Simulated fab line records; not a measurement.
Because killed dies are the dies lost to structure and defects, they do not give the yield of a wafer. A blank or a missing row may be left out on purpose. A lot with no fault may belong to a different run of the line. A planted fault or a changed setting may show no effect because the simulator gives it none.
Chamber matching	flow gf180mcu	cmp-01 running GF_STI_CMP_25: 4 sister chambers
The step polishes, stops on Si3N4, t overpolish 33 s, target thk 524.6 nm. 4 wafers are shown with their chamber, then 8 later ones without.

WAFERS WITH THEIR CHAMBER
wafer	chamber	motorCurrentA (A)
L330.1	3	11.7
L330.2	0	14.9
L330.3	2	13.3
L331.4	1	12.7

WAFERS WITHOUT THEIR CHAMBER
wafer	motorCurrentA (A)
L331.5	15.0
L331.6	12.2
L332.1	14.5
L332.4	11.8
L332.5	13.0
L343.3	15.4
L343.5	12.4
L343.6	15.3

WHICH CHAMBER EACH WENT THROUGH
wafer	from the rows above	in truth
L331.5	0	0
L331.6	can't be placed: 1 or 3 or 2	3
L332.1	0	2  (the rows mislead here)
L332.4	3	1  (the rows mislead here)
L332.5	can't be placed: 1 or 2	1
L343.3	0	0
L343.5	can't be placed: 1 or 3 or 2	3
L343.6	0	0
Correct placement for 3 of the 8. From these rows, 3 cannot be placed; in 3 the true chamber is one of the candidates. Placed wrongly: 2.
How it was worked out, from the rows above alone: a wafer's distance from a chamber is the root of the sum, over the readings, of the square of ((its reading less the chamber's mean) divided by the reading's scatter). The wafer belongs to the nearest chamber; if the next one is less than 2 further off, it can't be placed. A chamber's mean is the mean of its shown wafers. The scatter: root of mean squared gap, hidden wafer to nearest shown wafer, with one shown wafer a chamber.
